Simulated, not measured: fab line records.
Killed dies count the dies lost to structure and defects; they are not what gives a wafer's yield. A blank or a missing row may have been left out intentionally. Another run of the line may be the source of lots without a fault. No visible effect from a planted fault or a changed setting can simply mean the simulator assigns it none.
fab line records ; flow sky130 ; part 1 of 2: steps 1 to 28 of 41
[record] lots = 5; wafers = 15; last_day = 50
route steps=708 shown SONOS_ONO@178 GATE_OXIDE@187 POLY_GATE@204 RES_PROTECT@206
lots untouched by any fault: they come from a run of this same line in which no faults occurred
start_h: start of the lot's first displayed wafer, in hours after the record's first day ; wait_h: how many hours have passed since the lot's step before this one ; " unchanged from the row above ; L1.1+2: a single row standing in for several wafers ; - either no value or no given start ; * or withheld: withheld ; < > ~ a bound
route shown NAME@n: a module of which the file shows steps, and the number in the route of the first ; usual: mean/standard deviation of fault-free wafers ; same: alike in all rows ; chamber/n: place in a boat ; sites: the reading at each site ; _std_site: standard deviation of those values ; _edge_site: outer sites' mean less inner sites' ; radius_mm: how far each site lies from the wafer's centre ; mask NAME#n: copy n ; behind: tool/chamber where the wafer was last shaped ; hold: cause of the lot's hold/its duration in hours/its outcome ; device: the transistor (n, p or np) that didn't switch ; end of line: tests of these same wafers at the route's end ; a step with no rows: only its recipe ; killed: dies that structure and defects cost at the first sort, which is not the same as the wafer's yield ; map: shows each die of a wafer: x if killed, . if not, _ if none is there
set.NAME: the setting as run; set.NAME@STEP: as run at that earlier step ; model.NAME: the simulator's own value behind a step, which no gauge read
certain route steps with their lots: each step a table, each wafer a row
services: the hour from which a tool's chamber was out of use, counted from the record's first day as start_h (under 0 if before that day), plus the number of hours and why
[[steps]]
[step SKY_SONOS_ONO_EXPOSE_10]
[recipe] mask_id = ONOM; target_cd_nm = 410; na = 0.6; source_shape = conventional; sigma_outer = 0.6; dose_mj = 150
lot.wafer;tool;chamber;start_h;wait_h;mask
L074.2+4+5;iline_stepper-01;0;-;-;ONOM#0
L082.1+4+5;iline_stepper-01;0;-;-;ONOM#0
L094.3+4+5;iline_stepper-01;0;-;-;ONOM#0
L096.2+3+5;iline_stepper-01;0;-;-;ONOM#0
L097.3+4+5;iline_stepper-02;0;-;-;ONOM#0
[step SKY_SONOS_ONO_PEB_11]
[recipe] temp_c = withheld; time_s = *; resist = NOVOLAK
[same] time_s = *
lot.wafer;tool;chamber;start_h;wait_h
L074.2+4+5;litho_track-02;0;-;-
L082.1+4+5;litho_track-02;0;-;-
L094.3+4+5;litho_track-04;0;-;-
L096.2+3+5;litho_track-02;0;-;-
L097.3+4+5;litho_track-01;0;-;-
[step SKY_SONOS_ONO_DEVELOP_12]
[recipe] develop_time_s = 60; dev_temp_c = 23
lot.wafer;tool;chamber;start_h;wait_h
L074.2+4+5;litho_track-02;0;284.19;0.1
L082.1+4+5;litho_track-02;0;345.91;0.1
L094.3+4+5;litho_track-04;0;451.35;0.1
L096.2+3+5;litho_track-02;0;468.69;0.1
L097.3+4+5;litho_track-01;0;475.26;0.1
[step SKY_SONOS_ONO_CD_MEAS_13]
[recipe] target_cd_nm = 410
[usual] cd_nm = 410.0/1.8
lot.wafer;tool;chamber;start_h;wait_h;cd_nm
L074.2;cd_sem-01;-;284.33;0.1;410.4
L074.4;cd_sem-01;-;284.33;0.1;410.7
L074.5;cd_sem-01;-;284.33;0.1;411.7
L082.1;cd_sem-01;-;346.06;0.1;406.7
L082.4;cd_sem-01;-;346.06;0.1;408.4
L082.5;cd_sem-01;-;346.06;0.1;405.3
L094.3;cd_sem-02;-;451.49;0.1;414.2
L094.4;cd_sem-02;-;451.49;0.1;413.4
L094.5;cd_sem-02;-;451.49;0.1;411.5
L096.2;cd_sem-01;-;468.83;0.1;411.0
L096.3;cd_sem-01;-;468.83;0.1;408.3
L096.5;cd_sem-01;-;468.83;0.1;410.2
L097.3;cd_sem-02;-;475.40;0.1;412.6
L097.4;cd_sem-02;-;475.40;0.1;411.3
L097.5;cd_sem-02;-;475.40;0.1;409.8
[step SKY_SONOS_ONO_OVL_MEAS_14]
[usual] SONOS_ONO_OVL = -0.6/1.6
lot.wafer;tool;chamber;start_h;wait_h;SONOS_ONO_OVL[nm]
L074.2;overlay-01;-;284.44;0.1;-0.8
L074.4;overlay-01;-;284.44;0.1;-0.2
L074.5;overlay-01;-;284.44;0.1;-1.3
L082.1;overlay-02;-;346.18;0.1;-1.8
L082.4;overlay-02;-;346.18;0.1;-1.1
L082.5;overlay-02;-;346.18;0.1;-1.9
L094.3;overlay-02;-;451.58;0.1;0.2
L094.4;overlay-02;-;451.58;0.1;0.5
L094.5;overlay-02;-;451.58;0.1;-0.6
L096.2;overlay-01;-;468.94;0.1;-2.1
L096.3;overlay-01;-;468.94;0.1;-1.1
L096.5;overlay-01;-;468.94;0.1;-0.9
L097.3;overlay-01;-;475.49;0.1;0.5
L097.4;overlay-01;-;475.49;0.1;0.6
L097.5;overlay-01;-;475.49;0.1;-0.8
[step SKY_SONOS_ONO_ETCH_15]
[recipe] target_depth_nm = 19.52; chemistry = CHF3/O2; source_w = 600; bias_w = 200; pressure_mtorr = 40; chf3_flow_sccm = 50; O2_flow_sccm = 5; time_s = 7.8
[usual] bias_w = 200.1/0.6; drypump_motor_current_A = 5.8/0.41; oes_product_au = 1.003/0.0092; rf_fwd_power_W = 587.4/2.9; throttle_valve_pct = 8.825/0.0085
[same] time_s = 7.8
lot.wafer;tool;chamber;start_h;wait_h;bias_w;drypump_motor_current_A;oes_product_au;rf_fwd_power_W;rf_hours_counter_h;throttle_valve_pct
L074.2;rie_diel-02;0;284.47;0.0;199.8;5.0;1.008;584.1;38;8.821
L074.4;rie_diel-02;2;284.47;0.0;200.1;5.1;1.006;585.2;92;8.827
L074.5;rie_diel-02;3;284.47;0.0;199.4;6.4;0.998;586.4;-;8.805
L082.1;rie_diel-01;3;346.22;0.0;199.9;5.5;1.017;591.9;29;8.823
L082.4;rie_diel-01;2;346.22;0.0;199.6;6.3;0.996;584.8;87;8.824
L082.5;rie_diel-01;2;346.22;0.0;199.7;6.3;0.993;581.3;-;8.832
L094.3;rie_diel-02;3;451.61;0.0;200.0;6.4;1.003;586.6;17;8.816
L094.4;rie_diel-02;2;451.61;0.0;200.3;5.1;0.997;582.3;95;8.815
L094.5;rie_diel-02;0;451.61;0.0;200.3;5.0;1.014;588.0;-;8.823
L096.2;rie_diel-04;3;468.97;0.0;199.6;5.9;0.986;585.5;37;8.822
L096.3;rie_diel-04;2;468.97;0.0;200.5;5.8;0.998;589.8;58;8.833
L096.5;rie_diel-04;2;468.97;0.0;199.6;5.7;1.003;591.6;-;8.843
L097.3;rie_diel-04;0;475.52;0.0;200.2;5.7;0.991;584.5;2;8.823
L097.4;rie_diel-04;3;475.52;0.0;200.5;5.9;0.987;589.9;37;8.822
L097.5;rie_diel-04;3;475.52;0.0;200.3;5.9;1.005;587.4;-;8.812
[step SKY_SONOS_ONO_WET_ETCH_16]
[recipe] chemistry = dHF; target_depth_nm = 14; dry = n2_spin; target = SiO2; dilution = 100:1; temp_c = 25; time_s = 280
[usual] temp_c = 25.01/0.11
[same] time_s = 280
lot.wafer;tool;chamber;start_h;wait_h;temp_c
L074.2;wet_bench-03;3;284.49;0.0;25.04
L074.4;wet_bench-03;3;284.49;0.0;25.10
L074.5;wet_bench-03;3;284.49;0.0;25.14
L082.1;wet_bench-03;3;346.24;0.0;25.19
L082.4;wet_bench-03;3;346.24;0.0;25.04
L082.5;wet_bench-03;3;346.24;0.0;25.04
L094.3;wet_bench-02;3;451.63;0.0;24.99
L094.4;wet_bench-02;3;451.63;0.0;25.07
L094.5;wet_bench-02;3;451.63;0.0;25.02
L096.2;wet_bench-03;1;468.99;0.0;25.03
L096.3;wet_bench-03;1;468.99;0.0;24.93
L096.5;wet_bench-03;1;468.99;0.0;24.85
L097.3;wet_bench-03;1;475.54;0.0;24.93
L097.4;wet_bench-03;1;475.54;0.0;24.80
L097.5;wet_bench-03;1;475.54;0.0;24.94
[step SKY_SONOS_ONO_STRIP_17]
[recipe] chemistry = O2/N2; power_w = 1400; pressure_mtorr = 1500; platen_temp_c = withheld; o2_flow_sccm = 3000; n2_flow_sccm = 300; overash_fraction = 0.5
[usual] drypump_motor_current_A = 5.6/0.45; n2_flow_sccm = 300.0/0.93; oes_product_au = 0.710/0.0039; strip_time_to_endpoint_s = 14.03/0.04
lot.wafer;tool;chamber;start_h;wait_h;drypump_motor_current_A;n2_flow_sccm;oes_product_au;rf_hours_counter_h;strip_time_to_endpoint_s
L074.2;plasma_asher-02;1;284.58;0.0;4.9;299.3;0.708;60;13.99
L074.4;plasma_asher-02;1;284.58;0.0;4.9;299.2;0.712;-;14.00
L074.5;plasma_asher-02;1;284.58;0.0;4.9;299.1;0.708;-;14.01
L082.1;plasma_asher-02;0;346.33;0.0;5.9;300.5;0.710;66;13.91
L082.4;plasma_asher-02;1;346.33;0.0;4.9;300.7;0.710;-;14.02
L082.5;plasma_asher-02;0;346.33;0.0;5.9;300.4;0.718;-;13.96
L094.3;plasma_asher-01;0;451.75;0.0;6.2;300.0;0.709;-;13.99
L094.4;plasma_asher-01;1;451.75;0.0;5.4;301.3;0.717;-;14.04
L094.5;plasma_asher-01;1;451.75;0.0;5.4;300.1;0.713;-;13.99
L096.2;plasma_asher-02;0;469.08;0.0;5.9;300.1;0.711;4;14.07
L096.3;plasma_asher-02;0;469.08;0.0;5.8;300.2;0.717;-;14.05
L096.5;plasma_asher-02;1;469.08;0.0;4.9;300.0;0.712;-;14.09
L097.3;plasma_asher-02;0;475.66;0.0;5.8;301.7;0.712;-;14.04
L097.4;plasma_asher-02;1;475.66;0.0;4.9;298.4;0.706;-;14.02
L097.5;plasma_asher-02;1;475.66;0.0;4.9;299.1;0.701;-;14.03
[step SKY_SONOS_ONO_WET_ETCH_18]
[recipe] chemistry = H3PO4; target_depth_nm = 15; target = Si3N4; temp_c = 160; time_s = 172
[usual] temp_c = 160.00/0.17
[same] time_s = 172
lot.wafer;tool;chamber;start_h;wait_h;temp_c
L074.2;wet_bench-02;0;284.68;0.1;160.04
L074.4;wet_bench-02;0;284.68;0.1;159.77
L074.5;wet_bench-02;0;284.68;0.1;159.91
L082.1;wet_bench-03;0;346.43;0.1;159.90
L082.4;wet_bench-03;0;346.43;0.1;160.06
L082.5;wet_bench-03;0;346.43;0.1;160.06
L094.3;wet_bench-04;1;451.81;0.0;159.85
L094.4;wet_bench-04;1;451.81;0.0;160.00
L094.5;wet_bench-04;1;451.81;0.0;159.77
L096.2;wet_bench-04;0;469.18;0.1;160.29
L096.3;wet_bench-04;0;469.18;0.1;160.03
L096.5;wet_bench-04;0;469.18;0.1;160.07
L097.3;wet_bench-04;2;475.73;0.0;160.09
L097.4;wet_bench-04;2;475.73;0.0;159.65
L097.5;wet_bench-04;2;475.73;0.0;159.96
[step SKY_GATE_OXIDE_CLEAN_00]
[recipe] chemistry = SC1/SC2; mix = 1:4:20; temp_c = 70; time_s = 150; dry = n2_spin
[usual] temp_c = 69.99/0.12
[same] time_s = 150
lot.wafer;tool;chamber;start_h;wait_h;temp_c
L074.2;wet_bench-04;2;284.73;0.0;70.00
L074.4;wet_bench-04;2;284.73;0.0;69.91
L074.5;wet_bench-04;2;284.73;0.0;70.01
L082.1;wet_bench-02;2;346.69;0.2;70.15
L082.4;wet_bench-02;2;346.69;0.2;69.88
L082.5;wet_bench-02;2;346.69;0.2;70.19
L094.3;wet_bench-03;1;451.87;0.0;70.05
L094.4;wet_bench-03;1;451.87;0.0;69.90
L094.5;wet_bench-03;1;451.87;0.0;70.09
L096.2;wet_bench-03;1;469.23;0.0;69.87
L096.3;wet_bench-03;1;469.23;0.0;69.89
L096.5;wet_bench-03;1;469.23;0.0;69.86
L097.3;wet_bench-03;0;475.86;0.0;70.11
L097.4;wet_bench-03;0;475.86;0.0;70.03
L097.5;wet_bench-03;0;475.86;0.0;70.06
[step SKY_GATE_OXIDE_OXIDATION_01]
[recipe] temp_c = 900; ambient = O2; stabilise_s = 600; purge_s = 300; target_thk_a = 102.68; ox_time_s = 1473
[usual] zone_power_top_pct = 33.4/0.4
[same] purge_s = 300
lot.wafer;tool;chamber;start_h;wait_h;zone_power_top_pct
L074.2;furnace-01;0;285.85;1.1;33.5
L074.4;furnace-01;0;285.85;1.1;32.9
L074.5;furnace-01;0;285.85;1.1;34.3
L082.1;furnace-01;0;347.62;0.9;33.5
L082.4;furnace-01;0;347.62;0.9;33.7
L082.5;furnace-01;0;347.62;0.9;33.9
L094.3;furnace-02;0;451.92;0.0;33.3
L094.4;furnace-02;0;451.92;0.0;33.5
L094.5;furnace-02;0;451.92;0.0;33.1
L096.2;furnace-01;0;469.83;0.5;34.0
L096.3;furnace-01;0;469.83;0.5;33.3
L096.5;furnace-01;0;469.83;0.5;33.7
L097.3;furnace-02;0;475.91;0.0;33.2
L097.4;furnace-02;0;475.91;0.0;33.2
L097.5;furnace-02;0;475.91;0.0;33.5
[step SKY_GATE_OXIDE_THK_MEAS_02]
[recipe] reads = SiO2_of_GATE_OXIDE_OXIDATION_01
[usual] GATE_OXIDE_OXIDATION_00_THK = 10.39/0.24
lot.wafer;tool;chamber;start_h;wait_h;GATE_OXIDE_OXIDATION_00_THK[nm]
L074.2;film_metro-04;-;287.27;0.0;10.27
L074.4;film_metro-04;-;287.27;0.0;10.30
L074.5;film_metro-04;-;287.27;0.0;10.35
L082.1;film_metro-04;-;349.03;0.0;10.56
L082.4;film_metro-04;-;349.03;0.0;10.57
L082.5;film_metro-04;-;349.03;0.0;10.56
L094.3;film_metro-01;-;453.35;0.0;9.85
L094.4;film_metro-01;-;453.35;0.0;9.79
L094.5;film_metro-01;-;453.35;0.0;10.02
L096.2;film_metro-01;-;471.25;0.0;10.43
L096.3;film_metro-01;-;471.25;0.0;10.45
L096.5;film_metro-01;-;471.25;0.0;10.24
L097.3;film_metro-03;-;477.34;0.0;10.14
L097.4;film_metro-03;-;477.34;0.0;10.16
L097.5;film_metro-03;-;477.34;0.0;10.11
[step SKY_GATE_OXIDE_DEHYDRATE_03]
[recipe] temp_c = 200; time_s = 60
[same] time_s = 60
lot.wafer;tool;chamber;start_h;wait_h
L074.2+4+5;litho_track-02;0;299.54;12.3
L082.1+4+5;litho_track-01;0;362.01;13.0
L094.3+4+5;litho_track-03;0;468.37;15.0
L096.2+3+5;litho_track-01;0;485.84;14.6
L097.3+4+5;litho_track-03;0;492.27;14.9
[step SKY_GATE_OXIDE_HMDS_04]
[recipe] prime_time_s = 60; prime_temp_c = 120
lot.wafer;tool;chamber;start_h;wait_h
L074.2+4+5;litho_track-02;0;299.69;0.1
L082.1+4+5;litho_track-01;0;362.16;0.1
L094.3+4+5;litho_track-03;0;468.52;0.1
L096.2+3+5;litho_track-01;0;485.99;0.1
L097.3+4+5;litho_track-03;0;492.42;0.1
[step SKY_GATE_OXIDE_COAT_05]
[recipe] resist = NOVOLAK; spin_rpm = 3000; resist_thk_nm = 1140
lot.wafer;tool;chamber;start_h;wait_h
L074.2+4+5;litho_track-02;0;299.84;0.1
L082.1+4+5;litho_track-01;0;362.31;0.1
L094.3+4+5;litho_track-03;0;468.67;0.1
L096.2+3+5;litho_track-01;0;486.14;0.1
L097.3+4+5;litho_track-03;0;492.57;0.1
[step SKY_GATE_OXIDE_SOFTBAKE_06]
[recipe] temp_c = 90; time_s = 60; resist = NOVOLAK
[same] time_s = 60
lot.wafer;tool;chamber;start_h;wait_h
L074.2+4+5;litho_track-02;0;299.99;0.1
L082.1+4+5;litho_track-01;0;362.46;0.1
L094.3+4+5;litho_track-03;0;468.82;0.1
L096.2+3+5;litho_track-01;0;486.29;0.1
L097.3+4+5;litho_track-03;0;492.72;0.1
[step SKY_GATE_OXIDE_EXPOSE_07]
[recipe] mask_id = LVOM; na = 0.6; source_shape = conventional; sigma_outer = 0.6; polarization = unpolarized; target_cd_nm = 600; dose_mj = 170
lot.wafer;tool;chamber;start_h;wait_h;mask
L074.2+4+5;iline_stepper-01;0;-;-;LVOM#0
L082.1+4+5;iline_stepper-02;0;-;-;LVOM#0
L094.3+4+5;iline_stepper-02;0;-;-;LVOM#0
L096.2+3+5;iline_stepper-02;0;-;-;LVOM#0
L097.3+4+5;iline_stepper-02;0;-;-;LVOM#0
[step SKY_GATE_OXIDE_PEB_08]
[recipe] temp_c = withheld; time_s = *; resist = NOVOLAK
[same] time_s = *
lot.wafer;tool;chamber;start_h;wait_h
L074.2+4+5;litho_track-02;0;-;-
L082.1+4+5;litho_track-03;0;-;-
L094.3+4+5;litho_track-01;0;-;-
L096.2+3+5;litho_track-01;0;-;-
L097.3+4+5;litho_track-01;0;-;-
[step SKY_GATE_OXIDE_DEVELOP_09]
[recipe] resist = NOVOLAK; developer = TMAH; develop_time_s = 60; dev_temp_c = 23
lot.wafer;tool;chamber;start_h;wait_h
L074.2+4+5;litho_track-02;0;312.74;0.1
L082.1+4+5;litho_track-03;0;376.27;0.1
L094.3+4+5;litho_track-01;0;484.01;0.1
L096.2+3+5;litho_track-01;0;501.34;0.1
L097.3+4+5;litho_track-01;0;507.96;0.1
[step SKY_GATE_OXIDE_OVL_MEAS_10]
[usual] GATE_OXIDE_OVL = -1.0/1.3
lot.wafer;tool;chamber;start_h;wait_h;GATE_OXIDE_OVL[nm]
L074.2;overlay-01;-;312.87;0.1;0.9
L074.4;overlay-01;-;312.87;0.1;1.0
L074.5;overlay-01;-;312.87;0.1;0.6
L082.1;overlay-02;-;376.42;0.1;-1.3
L082.4;overlay-02;-;376.42;0.1;-2.1
L082.5;overlay-02;-;376.42;0.1;-0.4
L094.3;overlay-01;-;484.12;0.1;-2.8
L094.4;overlay-01;-;484.12;0.1;-1.9
L094.5;overlay-01;-;484.12;0.1;-1.7
L096.2;overlay-01;-;501.47;0.1;-4.1
L096.3;overlay-01;-;501.47;0.1;-2.3
L096.5;overlay-01;-;501.47;0.1;-3.4
L097.3;overlay-01;-;508.07;0.1;-1.4
L097.4;overlay-01;-;508.07;0.1;0.2
L097.5;overlay-01;-;508.07;0.1;-0.5
[step SKY_GATE_OXIDE_IMPLANT_11]
[recipe] species = B; energy_kev = 10; dose_cm2 = 2.6e+12; tilt_deg = withheld
lot.wafer;tool;chamber;start_h;wait_h
L074.2+4+5;implanter-04;0;312.93;0.0
L082.1+4+5;implanter-02;0;376.45;0.0
L094.3+4+5;implanter-01;0;484.20;0.1
L096.2+3+5;implanter-04;0;501.52;0.0
L097.3+4+5;implanter-01;0;508.15;0.1
[step SKY_GATE_OXIDE_WET_ETCH_12]
[recipe] chemistry = dHF; target_depth_nm = 16.8; dry = n2_spin; target = SiO2; dilution = 100:1; temp_c = 25; time_s = 336
[usual] temp_c = 25.03/0.11
[same] time_s = 336
lot.wafer;tool;chamber;start_h;wait_h;temp_c
L074.2;wet_bench-04;0;313.05;0.1;24.97
L074.4;wet_bench-04;0;313.05;0.1;25.01
L074.5;wet_bench-04;0;313.05;0.1;24.91
L082.1;wet_bench-02;0;376.60;0.1;25.08
L082.4;wet_bench-02;0;376.60;0.1;25.14
L082.5;wet_bench-02;0;376.60;0.1;24.86
L094.3;wet_bench-02;2;484.30;0.1;24.83
L094.4;wet_bench-02;2;484.30;0.1;24.82
L094.5;wet_bench-02;2;484.30;0.1;25.00
L096.2;wet_bench-04;3;501.65;0.1;25.04
L096.3;wet_bench-04;3;501.65;0.1;25.07
L096.5;wet_bench-04;3;501.65;0.1;25.15
L097.3;wet_bench-04;0;508.25;0.1;25.19
L097.4;wet_bench-04;0;508.25;0.1;25.10
L097.5;wet_bench-04;0;508.25;0.1;25.12
[step SKY_GATE_OXIDE_STRIP_13]
[recipe] chemistry = O2/N2; power_w = 1400; pressure_mtorr = 1500; platen_temp_c = withheld; o2_flow_sccm = 3000; n2_flow_sccm = 300; overash_fraction = 0.5
[usual] drypump_motor_current_A = 5.7/0.4; n2_flow_sccm = 299.8/0.93; oes_product_au = 0.716/0.0044; strip_time_to_endpoint_s = 14.18/0.043
lot.wafer;tool;chamber;start_h;wait_h;drypump_motor_current_A;n2_flow_sccm;oes_product_au;rf_hours_counter_h;strip_time_to_endpoint_s
L074.2;plasma_asher-03;0;313.16;0.0;5.6;299.4;0.710;49;14.21
L074.4;plasma_asher-03;0;313.16;0.0;5.6;298.2;0.710;-;14.15
L074.5;plasma_asher-03;0;313.16;0.0;5.6;300.3;0.713;-;14.23
L082.1;plasma_asher-02;1;376.71;0.0;4.9;299.2;0.712;70;14.13
L082.4;plasma_asher-02;1;376.71;0.0;4.9;299.5;0.724;-;14.13
L082.5;plasma_asher-02;0;376.71;0.0;5.8;298.8;0.711;-;14.12
L094.3;plasma_asher-03;1;484.43;0.0;5.9;300.1;0.715;-;14.17
L094.4;plasma_asher-03;0;484.43;0.0;5.6;299.7;0.713;-;14.20
L094.5;plasma_asher-03;1;484.43;0.0;6.0;299.3;0.714;-;14.23
L096.2;plasma_asher-04;0;501.76;0.0;6.1;300.4;0.720;72;14.11
L096.3;plasma_asher-04;0;501.76;0.0;6.1;300.1;0.714;-;14.10
L096.5;plasma_asher-04;1;501.76;0.0;6.0;300.3;0.719;-;14.06
L097.3;plasma_asher-02;1;508.39;0.0;4.9;299.1;0.722;-;14.17
L097.4;plasma_asher-02;0;508.39;0.0;5.9;301.0;0.721;-;14.17
L097.5;plasma_asher-02;0;508.39;0.0;5.9;298.9;0.710;-;14.13
[step SKY_GATE_OXIDE_TW_MEAS_14]
[usual] GATE_OXIDE_TW = 224.9/1.9
lot.wafer;tool;chamber;start_h;wait_h;GATE_OXIDE_TW
L074.2;film_metro-03;-;313.27;0.1;224.7
L074.4;film_metro-03;-;313.27;0.1;224.0
L074.5;film_metro-03;-;313.27;0.1;225.0
L082.1;film_metro-01;-;376.81;0.1;227.9
L082.4;film_metro-01;-;376.81;0.1;226.9
L082.5;film_metro-01;-;376.81;0.1;227.2
L094.3;film_metro-01;-;484.52;0.1;227.3
L094.4;film_metro-01;-;484.52;0.1;228.6
L094.5;film_metro-01;-;484.52;0.1;227.8
L096.2;film_metro-03;-;501.87;0.1;222.2
L096.3;film_metro-03;-;501.87;0.1;222.8
L096.5;film_metro-03;-;501.87;0.1;221.7
L097.3;film_metro-03;-;508.48;0.1;224.7
L097.4;film_metro-03;-;508.48;0.1;223.3
L097.5;film_metro-03;-;508.48;0.1;223.4
[step SKY_GATE_OXIDE_CLEAN_15]
[recipe] chemistry = SC1/SC2; mix = 1:4:20; temp_c = 70; time_s = 150; dry = n2_spin
[usual] temp_c = 70.00/0.11
[same] time_s = 150
lot.wafer;tool;chamber;start_h;wait_h;temp_c
L074.2;wet_bench-03;0;313.32;0.0;70.08
L074.4;wet_bench-03;0;313.32;0.0;70.09
L074.5;wet_bench-03;0;313.32;0.0;70.05
L082.1;wet_bench-03;3;376.87;0.1;69.96
L082.4;wet_bench-03;3;376.87;0.1;70.05
L082.5;wet_bench-03;3;376.87;0.1;69.97
L094.3;wet_bench-04;1;484.56;0.0;69.78
L094.4;wet_bench-04;1;484.56;0.0;69.89
L094.5;wet_bench-04;1;484.56;0.0;69.96
L096.2;wet_bench-02;1;501.92;0.0;69.90
L096.3;wet_bench-02;1;501.92;0.0;69.89
L096.5;wet_bench-02;1;501.92;0.0;69.96
L097.3;wet_bench-03;2;508.52;0.0;69.94
L097.4;wet_bench-03;2;508.52;0.0;70.06
L097.5;wet_bench-03;2;508.52;0.0;69.93
[step SKY_GATE_OXIDE_OXIDATION_16]
[recipe] temp_c = 800; ambient = O2; idle_temp_c = 700; ramp_up_c_per_min = 10; ramp_down_c_per_min = 3; stabilise_s = 600; purge_s = 300; target_thk_a = 35.7; ox_time_s = 1915
[usual] zone_power_top_pct = 27.64/0.28
[same] purge_s = 300
lot.wafer;tool;chamber;start_h;wait_h;zone_power_top_pct
L074.2;furnace-02;0;314.06;0.7;27.53
L074.4;furnace-02;0;314.06;0.7;27.14
L074.5;furnace-02;0;314.06;0.7;27.34
L082.1;furnace-01;0;377.84;0.9;27.83
L082.4;furnace-01;0;377.84;0.9;28.09
L082.5;furnace-01;0;377.84;0.9;27.72
L094.3;furnace-02;0;484.67;0.0;27.86
L094.4;furnace-02;0;484.67;0.0;27.99
L094.5;furnace-02;0;484.67;0.0;27.01
L096.2;furnace-02;0;501.97;0.0;27.61
L096.3;furnace-02;0;501.97;0.0;27.63
L096.5;furnace-02;0;501.97;0.0;27.63
L097.3;furnace-01;0;508.57;0.0;27.69
L097.4;furnace-01;0;508.57;0.0;27.97
L097.5;furnace-01;0;508.57;0.0;27.73
[step SKY_POLY_GATE_CVD_00]
[recipe] material = poly-Si; target_thk_nm = 180; temp_c = 620; time_s = 720; pressure_mtorr = 200
[usual] zone_power_top_pct = 17.2/0.46
[same] time_s = 720
lot.wafer;tool;chamber;start_h;wait_h;zone_power_top_pct
L074.2;lpcvd-01;1;315.59;0.0;17.6
L074.4;lpcvd-01;1;315.59;0.0;17.4
L074.5;lpcvd-01;1;315.59;0.0;17.6
L082.1;lpcvd-01;1;379.38;0.0;17.7
L082.4;lpcvd-01;1;379.38;0.0;17.7
L082.5;lpcvd-01;1;379.38;0.0;17.7
L094.3;lpcvd-01;0;486.20;0.0;16.8
L094.4;lpcvd-01;0;486.20;0.0;17.0
L094.5;lpcvd-01;0;486.20;0.0;16.9
L096.2;lpcvd-01;0;503.50;0.0;16.5
L096.3;lpcvd-01;0;503.50;0.0;16.7
L096.5;lpcvd-01;0;503.50;0.0;16.8
L097.3;lpcvd-01;1;510.10;0.0;17.8
L097.4;lpcvd-01;1;510.10;0.0;17.3
L097.5;lpcvd-01;1;510.10;0.0;17.5
[step SKY_POLY_GATE_THK_MEAS_01]
[recipe] reads = poly-Si_of_POLY_GATE_CVD_00
[usual] POLY_GATE_CVD_00_THK = 179.8/1.9
lot.wafer;tool;chamber;start_h;wait_h;POLY_GATE_CVD_00_THK[nm]
L074.2;film_metro-02;-;316.80;0.0;178.3
L074.4;film_metro-02;-;316.80;0.0;178.1
L074.5;film_metro-02;-;316.80;0.0;179.0
L082.1;film_metro-01;-;380.58;0.0;178.5
L082.4;film_metro-01;-;380.58;0.0;178.4
L082.5;film_metro-01;-;380.58;0.0;178.1
L094.3;film_metro-03;-;487.42;0.0;178.4
L094.4;film_metro-03;-;487.42;0.0;179.2
L094.5;film_metro-03;-;487.42;0.0;179.8
L096.2;film_metro-02;-;504.71;0.0;181.7
L096.3;film_metro-02;-;504.71;0.0;183.5
L096.5;film_metro-02;-;504.71;0.0;181.6
L097.3;film_metro-03;-;511.32;0.0;180.7
L097.4;film_metro-03;-;511.32;0.0;178.8
L097.5;film_metro-03;-;511.32;0.0;180.7
